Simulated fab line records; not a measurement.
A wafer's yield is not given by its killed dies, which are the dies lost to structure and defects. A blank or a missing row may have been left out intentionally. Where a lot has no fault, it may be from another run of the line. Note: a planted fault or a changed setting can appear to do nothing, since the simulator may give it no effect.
Struck lot and sound lot, side by side | flow gf180mcu | 19 steps out of a route of 602
Sound: these wafers, L721.1, L721.2, L721.4. Struck: wafer L731.1. (L731.6 of the same lot was not struck and is left out.) The cause comes at the end.
At each step with rows: each side's tool, then ch and its chambers, then its first start. Under that, the readings that differ: sound wafers | struck wafers | difference of the means | sigmas: that difference in standard deviations of wafers without a fault.
alike: same words and numbers on both sides, and readings whose means sit less than 2 such deviations apart. not compared: any withheld reading, any reading some wafer has no value for, any bound like >300 that may hide the same value, and any number with overlapping values for which the record gives no deviation.
The two part at a step that has a row with sigmas, a row that says differs or no value, or rows on one side only. Non-overlapping numbers with no deviation appear without sigmas and do not part them. A reading missing from all wafers of one side parts the sides only when that side holds two or more wafers.

first, 2 steps without rows for these wafers: GF_DUAL_GATE_PEB_09; GF_DUAL_GATE_DEVELOP_10 (develop time 60 s).
GF_DUAL_GATE_OVL_MEAS_11:
  sound on overlay-02 at day 8 09:07; struck on overlay-01 at day 11 12:55
  reading            | sound          | struck | difference | sigmas
  DUAL_GATE_OVL (nm) | -2.7 -2.5 -3.4 | 0.1    | +3.0       | +2
then, 1 step without rows for these wafers: GF_DUAL_GATE_WET_ETCH_12 (etches SiO2 in dHF, target depth 13 nm, time 260 s).
GF_DUAL_GATE_STRIP_13: strips in O2/N2.
  sound on plasma_asher-03 ch 0,1, day 8 09:14; struck on plasma_asher-04 ch 0, day 11 13:07
  alike: drypump_motor_current_A, heater_power_w, oes_product_au, strip_time_to_endpoint_s
  not compared: rf_hours_counter_h
then, 3 steps without rows for these wafers: GF_DUAL_GATE_CLEAN_14 (cleans in SC1/SC2, time 150 s); GF_DUAL_GATE_OXIDATION_15 (stabilise 600 s, purge 300 s, target thk 7.098 nm); GF_POLY_GATE_CVD_00 (deposits poly-Si, target thk 200 nm, time 1200 s).
GF_POLY_GATE_THK_MEAS_01:
  sound on film_metro-02 at day 8 12:27; struck on film_metro-03 at day 11 18:43
  alike: POLY_GATE_CVD_00_THK
then, 3 steps without rows for these wafers: GF_POLY_GATE_DEHYDRATE_02 (time 60 s); GF_POLY_GATE_HMDS_03 (prime time 60 s); GF_POLY_GATE_COAT_04.
GF_POLY_GATE_COAT_05: resist thk 700 nm.
  sound on litho_track-01 ch 0, day 8 20:00; struck on litho_track-03 ch 0, day 12 03:00
  reading                                    | sound             | struck | difference | sigmas
  model.KrF_of_POLY_GATE_COAT_05.thk_nm (nm) | 701.8 700.4 704.4 | 678.7  | -23.5      |
then, 3 steps without rows for these wafers: GF_POLY_GATE_SOFTBAKE_06 (time 60 s); GF_POLY_GATE_EXPOSE_07 (exposes mask Poly2, target cd 280 nm); GF_POLY_GATE_PEB_08 (peb time 90 s).
GF_POLY_GATE_DEVELOP_09: develop time 60 s.
  sound on litho_track-03 ch 0, day 9 05:02; struck on litho_track-01 ch 0, day 12 13:36
  reading                                    | sound             | struck | difference | sigmas
  model.KrF_of_POLY_GATE_COAT_05.thk_nm (nm) | 686.9 685.4 689.5 | 663.8  | -23.5      |
GF_POLY_GATE_CD_MEAS_10: target cd 280 nm.
  sound on cd_sem-02 at day 9 05:11; struck on cd_sem-01 at day 12 13:45
  alike: cd_nm
GF_PASSIVATION_PROBE_99:
  the record has rows for the sound wafers here (prober-01, day 29 03:12) and none for the struck ones

## WHERE THEY PART
Earliest at GF_DUAL_GATE_OVL_MEAS_11; latest, in this record, at GF_PASSIVATION_PROBE_99.

WHY: what had been put in by the simulator
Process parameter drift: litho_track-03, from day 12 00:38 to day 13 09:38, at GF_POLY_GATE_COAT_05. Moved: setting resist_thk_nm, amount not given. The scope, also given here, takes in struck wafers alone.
